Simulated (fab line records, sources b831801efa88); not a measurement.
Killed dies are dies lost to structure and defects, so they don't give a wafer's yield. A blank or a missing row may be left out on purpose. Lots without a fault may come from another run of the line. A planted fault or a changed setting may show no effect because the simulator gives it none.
fab line records | flow sky130 | part 2 of 2: steps 30 to 39 of 39
record lots=5 wafers=15 last_day=49
route steps=708 shown FIELD_ISO@22 NWELL@32 DNWELL@35 PWDE@45
lots that met no fault: from a run of the same line without faults
start_h: hours from the record's first day to the start of the lot's first wafer shown | wait_h: hours since the lot's step before | " the same as in the row above | L1.1+2: a row that stands for several wafers | - no value, or no start given | * or withheld: withheld | < > ~ a bound
route shown NAME@n: a module of which the file shows steps, and the number in the route of the first | usual: mean/standard deviation of fault-free wafers | same: alike in all rows | chamber/n: place in a boat | sites: the reading at each site | _std_site: their standard deviation | _edge_site: outer sites' mean less inner sites' | radius_mm: how far each site lies from the wafer's centre | mask NAME#n: copy n | behind: the tool/chamber that last shaped the wafer | hold: why the lot was held/for how many hours/how that ended | device: the transistor (n, p or np) that didn't switch | end of line: the same wafers' tests at the end of the route | a step without rows: its recipe alone | killed: dies lost to structure and defects at the first sort, not the wafer's yield | map: a wafer's dies, x killed, . not, _ none there
set.NAME: the setting as run; set.NAME@STEP: as run at that earlier step | model.NAME: the simulator's own value behind a step, which no gauge read
lots at some steps of the route; a table a step, a row a wafer
services: from which hour (start_h, from the record's first day; less than 0 if before it) a tool's chamber was out of use, for how many hours, and why
## steps
# step SKY_PWDE_DEVELOP_06
# recipe wall_angle_deg=90 developer=TMAH develop_time_s=60 dev_temp_c=23
# usual resist_line_temp_C=22.98/0.1
# columns lot.wafer tool chamber start_h wait_h resist_line_temp_C
L077.1 litho_track-01 0 - - 23.11
L077.4 " 0 " " 22.95
L077.6 " 0 " " 23.08
L079.1 litho_track-04 0 - - 22.96
L079.3 " 0 " " 22.88
L079.5 " 0 " " 22.86
L086.3 litho_track-04 0 - - 23.26
L086.4 " 0 " " 22.90
L086.6 " 0 " " 22.99
L091.1 litho_track-02 0 - - 22.96
L091.2 " 0 " " 23.04
L091.5 " 0 " " 23.01
L094.2 litho_track-04 0 - - 22.79
L094.4 " 0 " " 22.95
L094.6 " 0 " " 22.82
# step SKY_PWDE_OVL_MEAS_07
# usual PWDE_OVL=-1.6/1.4
# columns lot.wafer tool chamber start_h wait_h PWDE_OVL[nm]
L077.1 overlay-02 - 87.77 - -2.8
L077.4 " - " " -1.0
L077.6 " - " " -2.6
L079.1 overlay-01 - 97.03 - 0.1
L079.3 " - " " 1.5
L079.5 " - " " 0.8
L086.3 overlay-01 - 135.64 - -0.2
L086.4 " - " " -0.3
L086.6 " - " " 0.7
L091.1 overlay-02 - 163.69 - -3.2
L091.2 " - " " -3.1
L091.5 " - " " -4.4
L094.2 overlay-02 - 181.13 - -0.9
L094.4 " - " " -2.8
L094.6 " - " " -3.1
# step SKY_PWDE_IMPLANT_08
# recipe species=B energy_kev=150 dose_cm2=3.6e+12 tilt_deg=withheld
# columns lot.wafer tool chamber start_h wait_h
L077.1+4+6 implanter-02 0 87.80 0.0
L079.1+3+5 implanter-02 0 97.06 0.0
L086.3+4+6 implanter-03 0 135.71 0.1
L091.1+2+5 implanter-02 0 163.72 0.0
L094.2+4+6 implanter-03 0 181.19 0.0
# step SKY_PWDE_STRIP_09
# recipe chemistry=O2/N2 power_w=1400 pressure_mtorr=1500 platen_temp_c=withheld o2_flow_sccm=3000 n2_flow_sccm=300 overash_fraction=0.5
# usual drypump_motor_current_A=5.7/0.47 oes_product_au=0.723/0.0047 strip_time_to_endpoint_s=36.93/0.089
# columns lot.wafer tool chamber start_h wait_h drypump_motor_current_A oes_product_au rf_hours_counter_h strip_time_to_endpoint_s
L077.1 plasma_asher-01 0 87.95 0.1 5.0 0.724 39 37.11
L077.4 " 1 " " 5.6 0.732 - 37.03
L077.6 " 0 " " 5.0 0.725 - 37.06
L079.1 plasma_asher-01 0 97.21 0.1 5.1 0.718 40 36.99
L079.3 " 0 " " 5.0 0.716 - 36.95
L079.5 " 0 " " 5.1 0.714 - 37.05
L086.3 plasma_asher-02 1 135.85 0.1 5.8 0.713 - 36.81
L086.4 " 0 " " 6.4 0.717 - 36.78
L086.6 " 0 " " 6.4 0.723 - 37.00
L091.1 plasma_asher-01 0 163.87 0.1 5.0 0.714 4 36.97
L091.2 " 1 " " 5.7 0.710 4 36.96
L091.5 " 0 " " 5.1 0.716 - 37.00
L094.2 plasma_asher-01 1 181.31 0.1 5.6 0.727 6 36.78
L094.4 " 0 " " 5.1 0.720 - 36.76
L094.6 " 1 " " 5.6 0.724 - 36.76
# step SKY_PWDE_TW_MEAS_10
# usual PWDE_TW=374.3/1.7
# columns lot.wafer tool chamber start_h wait_h PWDE_TW
L077.1 film_metro-01 - 88.05 0.1 374.8
L077.4 " - " " 376.3
L077.6 " - " " 374.4
L079.1 film_metro-02 - 97.31 0.1 373.8
L079.3 " - " " 376.4
L079.5 " - " " 374.7
L086.3 film_metro-03 - 135.93 0.1 374.9
L086.4 " - " " 375.7
L086.6 " - " " 373.9
L091.1 film_metro-02 - 163.97 0.1 374.7
L091.2 " - " " 377.5
L091.5 " - " " 375.5
L094.2 film_metro-01 - 181.42 0.1 374.3
L094.4 " - " " 371.6
L094.6 " - " " 375.3
# step SKY_NWELL_DEHYDRATE_03
# recipe temp_c=200 time_s=60
# usual resist_line_temp_C=22.98/0.096
# columns lot.wafer tool chamber start_h wait_h resist_line_temp_C
L077.1 litho_track-04 0 96.03 8.0 22.94
L077.4 " 0 " " 23.06
L077.6 " 0 " " 22.99
L079.1 litho_track-03 0 105.57 8.2 22.98
L079.3 " 0 " " 23.03
L079.5 " 0 " " 22.87
L086.3 litho_track-03 0 145.32 9.4 23.00
L086.4 " 0 " " 22.91
L086.6 " 0 " " 22.91
L091.1 litho_track-02 0 173.84 9.9 23.08
L091.2 " 0 " " 22.89
L091.5 " 0 " " 23.05
L094.2 litho_track-03 0 191.55 10.1 22.96
L094.4 " 0 " " 23.03
L094.6 " 0 " " 23.07
# step SKY_NWELL_HMDS_04
# recipe prime_time_s=60 prime_temp_c=120
# usual resist_line_temp_C=22.99/0.11
# columns lot.wafer tool chamber start_h wait_h resist_line_temp_C
L077.1 litho_track-04 0 96.18 0.1 22.83
L077.4 " 0 " " 23.13
L077.6 " 0 " " 22.90
L079.1 litho_track-03 0 105.72 0.1 22.74
L079.3 " 0 " " 22.85
L079.5 " 0 " " 22.82
L086.3 litho_track-03 0 145.47 0.1 23.08
L086.4 " 0 " " 22.97
L086.6 " 0 " " 23.13
L091.1 litho_track-02 0 173.99 0.1 22.82
L091.2 " 0 " " 22.85
L091.5 " 0 " " 22.84
L094.2 litho_track-03 0 191.70 0.1 22.99
L094.4 " 0 " " 22.97
L094.6 " 0 " " 22.85
# step SKY_NWELL_COAT_05
# recipe spin_rpm=2000 resist_thk_nm=2950
# usual resist_line_temp_C=23.01/0.089
# columns lot.wafer tool chamber start_h wait_h resist_line_temp_C
L077.1 litho_track-04 0 96.33 0.1 22.84
L077.4 " 0 " " 23.01
L077.6 " 0 " " 22.99
L079.1 litho_track-03 0 105.87 0.1 22.87
L079.3 " 0 " " 23.08
L079.5 " 0 " " 22.95
L086.3 litho_track-03 0 145.62 0.1 23.09
L086.4 " 0 " " 22.97
L086.6 " 0 " " 23.08
L091.1 litho_track-02 0 174.14 0.1 23.06
L091.2 " 0 " " 22.99
L091.5 " 0 " " 22.93
L094.2 litho_track-03 0 191.85 0.1 23.04
L094.4 " 0 " " 22.94
L094.6 " 0 " " 23.03
# step SKY_NWELL_SOFTBAKE_06
# recipe temp_c=110 time_s=withheld
# usual resist_line_temp_C=22.99/0.088
# columns lot.wafer tool chamber start_h wait_h resist_line_temp_C
L077.1 litho_track-04 0 96.48 0.1 23.00
L077.4 " 0 " " 22.97
L077.6 " 0 " " 23.06
L079.1 litho_track-03 0 106.02 0.1 23.00
L079.3 " 0 " " 23.00
L079.5 " 0 " " 22.97
L086.3 litho_track-03 0 145.79 0.1 22.89
L086.4 " 0 " " 22.98
L086.6 " 0 " " 22.85
L091.1 litho_track-02 0 174.29 0.1 23.09
L091.2 " 0 " " 23.08
L091.5 " 0 " " 22.97
L094.2 litho_track-03 0 192.00 0.1 23.06
L094.4 " 0 " " 23.01
L094.6 " 0 " " 23.10
# step SKY_NWELL_EXPOSE_07
# recipe mask_id=NWM na=0.6 source_shape=conventional sigma_outer=0.6 polarization=unpolarized target_cd_nm=840 dose_mj=255
# usual reticle_temp_C=22.98/0.1
# columns lot.wafer tool chamber start_h wait_h mask reticle_temp_C
L077.1 iline_stepper-02 0 - - NWM#0 22.96
L077.4 " 0 " " NWM#0 22.83
L077.6 " 0 " " NWM#0 23.00
L079.1 iline_stepper-02 0 - - NWM#0 22.88
L079.3 " 0 " " NWM#0 22.99
L079.5 " 0 " " NWM#0 22.96
L086.3 iline_stepper-02 0 - - NWM#0 23.10
L086.4 " 0 " " NWM#0 23.03
L086.6 " 0 " " NWM#0 22.98
L091.1 iline_stepper-01 0 - - NWM#0 22.87
L091.2 " 0 " " NWM#0 23.04
L091.5 " 0 " " NWM#0 23.17
L094.2 iline_stepper-02 0 - - NWM#0 22.96
L094.4 " 0 " " NWM#0 22.92
L094.6 " 0 " " NWM#0 22.90
## services
# columns tool chamber start_h hours kind
iline_stepper-02 - 27.86 1.7 pm
cmp-02 - 54.25 1.6 repair
cmp-02 - 55.28 0.3 repair
hdpcvd-01 - 66.75 15.0 pm
furnace-01 - 81.06 3.7 pm
iline_stepper-02 - 84.67 4.4 pm
cmp-02 - 89.89 3.8 repair
iline_stepper-01 - 89.98 4.4 pm
hdpcvd-01 - 101.85 0.8 pm
implanter-02 - 105.20 6.4 repair
plasma_asher-01 - 108.75 9.0 pm
implanter-02 - 111.59 12.7 pm
cmp-02 - 114.76 1.0 repair
hdpcvd-01 - 118.87 1.1 repair
plasma_asher-01 - 121.61 2.8 pm
plasma_asher-01 - 124.45 1.0 repair
furnace-02 - 126.49 4.0 pm
implanter-02 - 140.39 3.5 pm
wet_bench-02 - 141.00 3.7 repair
iline_stepper-01 - 158.25 3.4 repair
wet_bench-02 - 158.93 3.1 repair
implanter-02 - 171.39 3.9 repair
plasma_asher-02 - 172.60 19.1 repair
plasma_asher-02 - 186.30 5.3 repair
